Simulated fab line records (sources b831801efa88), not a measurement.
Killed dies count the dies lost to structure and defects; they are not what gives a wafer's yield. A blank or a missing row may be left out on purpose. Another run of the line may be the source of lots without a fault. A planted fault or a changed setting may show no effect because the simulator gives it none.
Check of tool commonality :: flow gf180mcu :: 39 wafers sampled across 13 lots

== REASON IT WAS OPENED ==
At GF_M5_CD_MEAS_07 the reading cdNm is flagged on 2 of 13 lots. No-fault wafers: 280.3 nm, standard deviation 1.3.
Rule: a lot is flagged when every wafer of it that has a number lies more than 4 standard deviations from that mean, or none has a number. As for the other lots, they are considered sound.

lot: L699
measured: day 26 00:34
on: cdSem-01
cdNm (nm), wafer by wafer: 280.7 278.9 279.3
flag: 

lot: L700
measured: day 26 19:48
on: cdSem-01
cdNm (nm), wafer by wafer: 281.7 281.9 280.6
flag: 

lot: L701
measured: day 26 20:25
on: cdSem-01
cdNm (nm), wafer by wafer: 280.1 279.8 279.9
flag: 

lot: L702
measured: day 27 12:55
on: cdSem-02
cdNm (nm), wafer by wafer: 280.6 280.9 280.4
flag: 

lot: L708
measured: day 29 02:27
on: cdSem-01
cdNm (nm), wafer by wafer: 291.9 291.2 289.6
flag: FLAGGED

lot: L710
measured: day 29 18:02
on: cdSem-02
cdNm (nm), wafer by wafer: 290.8 289.9 291.6
flag: FLAGGED

lot: L711
measured: day 30 00:18
on: cdSem-01
cdNm (nm), wafer by wafer: 280.1 280.1 280.1
flag: 

lot: L712
measured: day 30 06:24
on: cdSem-02
cdNm (nm), wafer by wafer: 280.2 280.4 280.1
flag: 

lot: L713
measured: day 30 13:02
on: cdSem-01
cdNm (nm), wafer by wafer: 280.8 280.9 281.1
flag: 

lot: L715
measured: day 31 02:18
on: cdSem-01
cdNm (nm), wafer by wafer: 280.0 278.8 278.5
flag: 

lot: L716
measured: day 31 06:18
on: cdSem-02
cdNm (nm), wafer by wafer: 279.6 280.0 280.9
flag: 

lot: L720
measured: day 32 09:05
on: cdSem-01
cdNm (nm), wafer by wafer: 279.4 279.7 278.5
flag: 

lot: L722
measured: day 32 22:30
on: cdSem-02
cdNm (nm), wafer by wafer: 278.2 280.3 279.6
flag: 
Average over the flagged lots: 290.8 nm; offset from the usual +10.5 nm, equal to +8 standard deviations.

== WHICH TOOL RAN EACH LOT ==
Before the reading, the record contains 4 process steps out of a 602-step route. In each cell: the tool, then ch and the chambers that the sampled wafers went through, then the start.
lot: L699
flag: 
GF_V4_SPUTTER_21: pvdSputter-02, day 24 04:25
GF_MIM_SPUTTER_09: pvdSputter-04, day 24 05:29
GF_MIM_STRIP_20: plasmaAsher-04 ch 0, day 25 03:22
GF_M5_SOFTBAKE_03: lithoTrack-03 ch 0, day 25 14:04

lot: L700
flag: 
GF_V4_SPUTTER_21: pvdSputter-02, day 25 01:28
GF_MIM_SPUTTER_09: pvdSputter-02, day 25 02:32
GF_MIM_STRIP_20: plasmaAsher-04 ch 0,1, day 25 23:31
GF_M5_SOFTBAKE_03: lithoTrack-02 ch 0, day 26 09:34

lot: L701
flag: 
GF_V4_SPUTTER_21: pvdSputter-03, day 25 02:00
GF_MIM_SPUTTER_09: pvdSputter-02, day 25 03:08
GF_MIM_STRIP_20: plasmaAsher-04 ch 0,1, day 26 00:07
GF_M5_SOFTBAKE_03: lithoTrack-01 ch 0, day 26 10:24

lot: L702
flag: 
GF_V4_SPUTTER_21: pvdSputter-02, day 25 18:21
GF_MIM_SPUTTER_09: pvdSputter-04, day 25 19:25
GF_MIM_STRIP_20: plasmaAsher-03 ch 0,1, day 26 15:58
GF_M5_SOFTBAKE_03: lithoTrack-02 ch 0, day 27 02:43

lot: L708
flag: FLAGGED
GF_V4_SPUTTER_21: pvdSputter-02, day 27 09:04
GF_MIM_SPUTTER_09: pvdSputter-02, day 27 10:08
GF_MIM_STRIP_20: plasmaAsher-04 ch 0,1, day 28 06:27
GF_M5_SOFTBAKE_03: lithoTrack-01 ch 0, day 28 16:36

lot: L710
flag: FLAGGED
GF_V4_SPUTTER_21: pvdSputter-02, day 28 01:52
GF_MIM_SPUTTER_09: pvdSputter-04, day 28 03:03
GF_MIM_STRIP_20: plasmaAsher-04 ch 0,1, day 28 22:25
GF_M5_SOFTBAKE_03: lithoTrack-01 ch 0, day 29 08:07

lot: L711
flag: 
GF_V4_SPUTTER_21: pvdSputter-02, day 28 09:37
GF_MIM_SPUTTER_09: pvdSputter-02, day 28 10:42
GF_MIM_STRIP_20: plasmaAsher-01 ch 0,1, day 29 05:36
GF_M5_SOFTBAKE_03: lithoTrack-03 ch 0, day 29 15:23

lot: L712
flag: 
GF_V4_SPUTTER_21: pvdSputter-03, day 28 14:27
GF_MIM_SPUTTER_09: pvdSputter-04, day 28 15:32
GF_MIM_STRIP_20: plasmaAsher-03 ch 0,1, day 29 10:46
GF_M5_SOFTBAKE_03: lithoTrack-02 ch 0, day 29 21:07

lot: L713
flag: 
GF_V4_SPUTTER_21: pvdSputter-03, day 28 21:51
GF_MIM_SPUTTER_09: pvdSputter-04, day 28 22:56
GF_MIM_STRIP_20: plasmaAsher-04 ch 1, day 29 18:22
GF_M5_SOFTBAKE_03: lithoTrack-03 ch 0, day 30 03:37

lot: L715
flag: 
GF_V4_SPUTTER_21: pvdSputter-04, day 29 12:50
GF_MIM_SPUTTER_09: pvdSputter-04, day 29 13:55
GF_MIM_STRIP_20: plasmaAsher-03 ch 0,1, day 30 08:25
GF_M5_SOFTBAKE_03: lithoTrack-03 ch 0, day 30 17:44

lot: L716
flag: 
GF_V4_SPUTTER_21: pvdSputter-03, day 29 15:53
GF_MIM_SPUTTER_09: pvdSputter-04, day 29 16:57
GF_MIM_STRIP_20: plasmaAsher-04 ch 0,1, day 30 11:46
GF_M5_SOFTBAKE_03: lithoTrack-03 ch 0, day 30 21:05

lot: L720
flag: 
GF_V4_SPUTTER_21: pvdSputter-04, day 30 21:30
GF_MIM_SPUTTER_09: pvdSputter-04, day 30 22:35
GF_MIM_STRIP_20: plasmaAsher-01 ch 1, day 31 16:13
GF_M5_SOFTBAKE_03: lithoTrack-02 ch 0, day 32 01:14

lot: L722
flag: 
GF_V4_SPUTTER_21: pvdSputter-03, day 31 12:19
GF_MIM_SPUTTER_09: pvdSputter-04, day 31 13:23
GF_MIM_STRIP_20: plasmaAsher-01 ch 0,1, day 32 05:28
GF_M5_SOFTBAKE_03: lithoTrack-02 ch 0, day 32 13:59
What the steps here do:
- GF_V4_SPUTTER_21: material Ti, target thk 15 nm, time 80.02 s.
- GF_MIM_SPUTTER_09: material TiN, target thk 35 nm, time 28.83 s.
- GF_MIM_STRIP_20: strips in O2/N2.
- GF_M5_SOFTBAKE_03: time 60 s.
- GF_M5_CD_MEAS_07: target cd 280 nm.

== FLAGGED OVER TOTAL, TOOL BY TOOL (the gauges that took the reading come last) ==
step: GF_V4_SPUTTER_21
tool: pvdSputter-02
lots run: 6
flagged: 2
share of the flagged lots: all
sound lots run after its first flagged lot: 1 (L711)

step: GF_V4_SPUTTER_21
tool: pvdSputter-03
lots run: 5
flagged: 0
share of the flagged lots: none
sound lots run after its first flagged lot: -

step: GF_V4_SPUTTER_21
tool: pvdSputter-04
lots run: 2
flagged: 0
share of the flagged lots: none
sound lots run after its first flagged lot: -

step: GF_MIM_SPUTTER_09
tool: pvdSputter-02
lots run: 4
flagged: 1
share of the flagged lots: some
sound lots run after its first flagged lot: 1 (L711)

step: GF_MIM_SPUTTER_09
tool: pvdSputter-04
lots run: 9
flagged: 1
share of the flagged lots: some
sound lots run after its first flagged lot: 6 (L712,L713,L715,L716,L720,L722)

step: GF_MIM_STRIP_20
tool: plasmaAsher-01
lots run: 3
flagged: 0
share of the flagged lots: none
sound lots run after its first flagged lot: -

step: GF_MIM_STRIP_20
tool: plasmaAsher-03
lots run: 3
flagged: 0
share of the flagged lots: none
sound lots run after its first flagged lot: -

step: GF_MIM_STRIP_20
tool: plasmaAsher-04
lots run: 7
flagged: 2
share of the flagged lots: all
sound lots run after its first flagged lot: 2 (L713,L716)

step: GF_M5_SOFTBAKE_03
tool: lithoTrack-01
lots run: 3
flagged: 2
share of the flagged lots: all
sound lots run after its first flagged lot: 0

step: GF_M5_SOFTBAKE_03
tool: lithoTrack-02
lots run: 5
flagged: 0
share of the flagged lots: none
sound lots run after its first flagged lot: -

step: GF_M5_SOFTBAKE_03
tool: lithoTrack-03
lots run: 5
flagged: 0
share of the flagged lots: none
sound lots run after its first flagged lot: -

step: GF_M5_CD_MEAS_07
tool: cdSem-01
lots run: 8
flagged: 1
share of the flagged lots: some
sound lots run after its first flagged lot: 4 (L711,L713,L715,L720)

step: GF_M5_CD_MEAS_07
tool: cdSem-02
lots run: 5
flagged: 1
share of the flagged lots: some
sound lots run after its first flagged lot: 3 (L712,L716,L722)

== WHAT THE TABLE ALLOWS ==
Rows of the table that ran every flagged lot, 3 in all: pvdSputter-02 at GF_V4_SPUTTER_21, plasmaAsher-04 at GF_MIM_STRIP_20, lithoTrack-01 at GF_M5_SOFTBAKE_03.
- pvdSputter-02 at GF_V4_SPUTTER_21 ran 6 lots, 2 of them flagged. Lots that were sound ran on it after the first flagged one (L711); a persistent fault on the entire tool would not allow that.
- plasmaAsher-04 at GF_MIM_STRIP_20 ran 7 lots, 2 of them flagged. Lots that were sound ran on it after the first flagged one (L713, L716); a persistent fault on the entire tool would not allow that.
- lithoTrack-01 at GF_M5_SOFTBAKE_03 ran 3 lots, 2 of them flagged. Its last sound lot is L701 (day 26 10:24), its first flagged lot L708 (day 28 16:36): a fault that began between those two fits. Its own readings (heaterPowerTotalW, plateTempC) fall more than 4 standard deviations out on all wafers of the flagged lots.
Left over: one tool, lithoTrack-01 at GF_M5_SOFTBAKE_03.

== WHAT THE SIMULATOR HAD INSERTED ==
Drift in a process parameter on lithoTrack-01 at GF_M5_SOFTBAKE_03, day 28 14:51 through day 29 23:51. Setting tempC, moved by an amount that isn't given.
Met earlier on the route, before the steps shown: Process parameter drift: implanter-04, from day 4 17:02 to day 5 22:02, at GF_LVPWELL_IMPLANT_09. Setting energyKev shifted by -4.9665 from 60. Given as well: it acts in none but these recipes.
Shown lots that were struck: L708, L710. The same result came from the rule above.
